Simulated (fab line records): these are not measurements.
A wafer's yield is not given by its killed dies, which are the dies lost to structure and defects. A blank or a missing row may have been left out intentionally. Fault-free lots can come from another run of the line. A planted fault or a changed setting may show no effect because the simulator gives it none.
One fault seen from 2 desks || flow sky130 || each desk holds nothing but its own numbers, with what lay behind them at the end

## AT THE TOOL OWNER'S DESK: pvdSputter-04
At SKY_METAL4_SPUTTER_01 (material TiN, target thk 20 nm, time 16.7 s) the tool's own readings: per lot run on this tool, the mean of the sampled wafers that have a number. If a lot's mean is further than 4 standard deviations from the usual mean, the lot is out of limits and carries the mark OUT (the distance appears in the brackets).
Columns: A = cathodeDcPowerW at SKY_METAL4_SPUTTER_01, usual 6500.0 W; B = throttleValvePct at SKY_METAL4_SPUTTER_01, usual 29.6 %
{"lot": "L526", "first seen here": "day 42 13:05", "A": 6500.0, "B": 29.8}
{"lot": "L529", "first seen here": "day 43 13:11", "A": 6499.8, "B": 29.3}
{"lot": "L535", "first seen here": "day 44 18:55", "A": 6500.4, "B": 29.2}
{"lot": "L536", "first seen here": "day 44 22:59", "A": 6500.6, "B": 29.1}
Finding of this desk: none of the 4 lots has anything out of limits.

## METROLOGY DESK
What the gauges read for every lot (on any tool): the sampled wafers with a number, averaged. If a lot's mean is further than 4 standard deviations from the usual mean, the lot is out of limits and carries the mark OUT (the distance appears in the brackets).
Columns: A = VIA3_W_RS at SKY_VIA3_RS_MEAS_22, usual 0.293 ohm/sq; B = VIA3_W_THK at SKY_VIA3_THK_MEAS_23, usual 386 nm
{"lot": "L526", "first seen here": "day 42 12:11", "A": 0.290, "B": 390}
{"lot": "L529", "first seen here": "day 43 12:43", "A": 0.295, "B": 381}
{"lot": "L535", "first seen here": "day 44 18:26", "A": 0.294, "B": 384}
{"lot": "L536", "first seen here": "day 44 22:32", "A": 0.290, "B": 385}
{"lot": "L539", "first seen here": "day 45 20:56", "A": 0.298, "B": 382}
{"lot": "L540", "first seen here": "day 45 21:42", "A": 0.300, "B": 377}
Finding of this desk: none of the 6 lots has anything out of limits.

## ALL TOGETHER
The desk of the tool owner found nothing out of limits.
From the metrology desk's view, nothing was out of limits.

## WHAT THE SIMULATOR HAD INSERTED
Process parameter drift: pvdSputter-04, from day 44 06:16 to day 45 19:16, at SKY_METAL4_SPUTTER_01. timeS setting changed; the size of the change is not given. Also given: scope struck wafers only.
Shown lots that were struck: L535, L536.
